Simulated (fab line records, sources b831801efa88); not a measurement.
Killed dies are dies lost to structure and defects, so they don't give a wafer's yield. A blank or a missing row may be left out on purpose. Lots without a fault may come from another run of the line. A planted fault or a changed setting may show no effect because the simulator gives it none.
Tool commonality check | flow sky130 | 13 lots, 39 wafers sampled

WHY IT WAS OPENED
At SKY_SONOS_TUNNEL_CD_MEAS_07 the reading cd_nm is flagged on 2 of 13 lots. Wafers without a fault read 410.1 nm, standard deviation 2.6.
Rule: a lot is flagged when every wafer of it that has a number lies more than 4 standard deviations from that mean, or none has a number. The other lots count as sound.

lot  | measured     | on        | cd_nm (nm), wafer by wafer | flag
L472 | day 11 03:08 | cd_sem-02 | 410.2 406.1 407.3          |
L474 | day 11 23:25 | cd_sem-01 | 408.7 409.9 407.9          |
L475 | day 12 07:08 | cd_sem-02 | 409.9 412.4 411.6          |
L476 | day 12 13:46 | cd_sem-01 | 410.0 406.9 408.9          |
L478 | day 13 07:34 | cd_sem-02 | 400.8 404.8 402.2          |
L479 | day 13 11:52 | cd_sem-01 | 411.2 412.6 411.7          |
L480 | day 13 20:43 | cd_sem-01 | 409.7 407.9 408.8          |
L481 | day 14 05:59 | cd_sem-01 | 410.7 411.7 410.0          |
L489 | day 17 02:32 | cd_sem-01 | 447.1 446.6 446.9          | FLAGGED
L490 | day 17 12:08 | cd_sem-01 | 442.8 443.8 443.1          | FLAGGED
L491 | day 17 15:14 | cd_sem-01 | 409.6 407.7 409.0          |
L492 | day 18 01:31 | cd_sem-01 | 412.1 409.7 409.3          |
L494 | day 19 21:31 | cd_sem-02 | 409.4 409.4 410.7          |
The numbers of the flagged lots are 445.1 nm on average: +34.9 nm against the usual, or +13 standard deviations.

WHICH TOOL RAN EACH LOT
The record holds 1 process step before the reading, out of a route of 708 steps. In each cell: the tool, then ch and the chambers that the sampled wafers went through, then the start.
lot  | flag    | SKY_SONOS_TUNNEL_COAT_02
L472 |         | litho_track-04 ch 0, day 10 15:47
L474 |         | litho_track-04 ch 0, day 11 11:19
L475 |         | litho_track-02 ch 0, day 11 19:35
L476 |         | litho_track-01 ch 0, day 12 01:14
L478 |         | litho_track-01 ch 0, day 12 19:05
L479 |         | litho_track-04 ch 0, day 12 23:01
L480 |         | litho_track-04 ch 0, day 13 07:55
L481 |         | litho_track-02 ch 0, day 13 17:22
L489 | FLAGGED | litho_track-04 ch 0, day 16 12:14
L490 | FLAGGED | litho_track-04 ch 0, day 16 21:14
L491 |         | litho_track-02 ch 0, day 17 00:23
L492 |         | litho_track-02 ch 0, day 17 10:16
L494 |         | litho_track-02 ch 0, day 19 05:43
What these steps do:
- SKY_SONOS_TUNNEL_COAT_02: resist thk 1140 nm.
- SKY_SONOS_TUNNEL_CD_MEAS_07: target cd 410 nm.

FLAGGED OVER TOTAL, TOOL BY TOOL (the gauges that took the reading come last)
step                        | tool           | lots run | flagged | share of the flagged lots | sound lots run after its first flagged lot
SKY_SONOS_TUNNEL_COAT_02    | litho_track-01 | 2        | 0       | none                      | -
SKY_SONOS_TUNNEL_COAT_02    | litho_track-02 | 5        | 0       | none                      | -
SKY_SONOS_TUNNEL_COAT_02    | litho_track-04 | 6        | 2       | all                       | 0
SKY_SONOS_TUNNEL_CD_MEAS_07 | cd_sem-01      | 9        | 2       | all                       | 2 (L491,L492)
SKY_SONOS_TUNNEL_CD_MEAS_07 | cd_sem-02      | 4        | 0       | none                      | -

WHAT THE TABLE ALLOWS
2 rows of the table ran every flagged lot: litho_track-04 at SKY_SONOS_TUNNEL_COAT_02, cd_sem-01 at SKY_SONOS_TUNNEL_CD_MEAS_07.
- litho_track-04 at SKY_SONOS_TUNNEL_COAT_02: 2 of its 6 lots flagged. Its last sound lot is L480 (day 13 07:55), its first flagged lot L489 (day 16 12:14): a fault that began between those two fits.
- cd_sem-01 at SKY_SONOS_TUNNEL_CD_MEAS_07: 2 of its 9 lots flagged. Sound lots ran on it after the first flagged one (L491, L492), which a lasting fault on the whole tool wouldn't allow.
One tool is left: litho_track-04 at SKY_SONOS_TUNNEL_COAT_02.

WHAT THE SIMULATOR HAD PUT IN
Process parameter drift: litho_track-04, from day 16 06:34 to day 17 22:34, at SKY_SONOS_TUNNEL_COAT_02. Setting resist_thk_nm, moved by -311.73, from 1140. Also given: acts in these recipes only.
Lots struck among those shown: L489, L490. The rule above found the same.
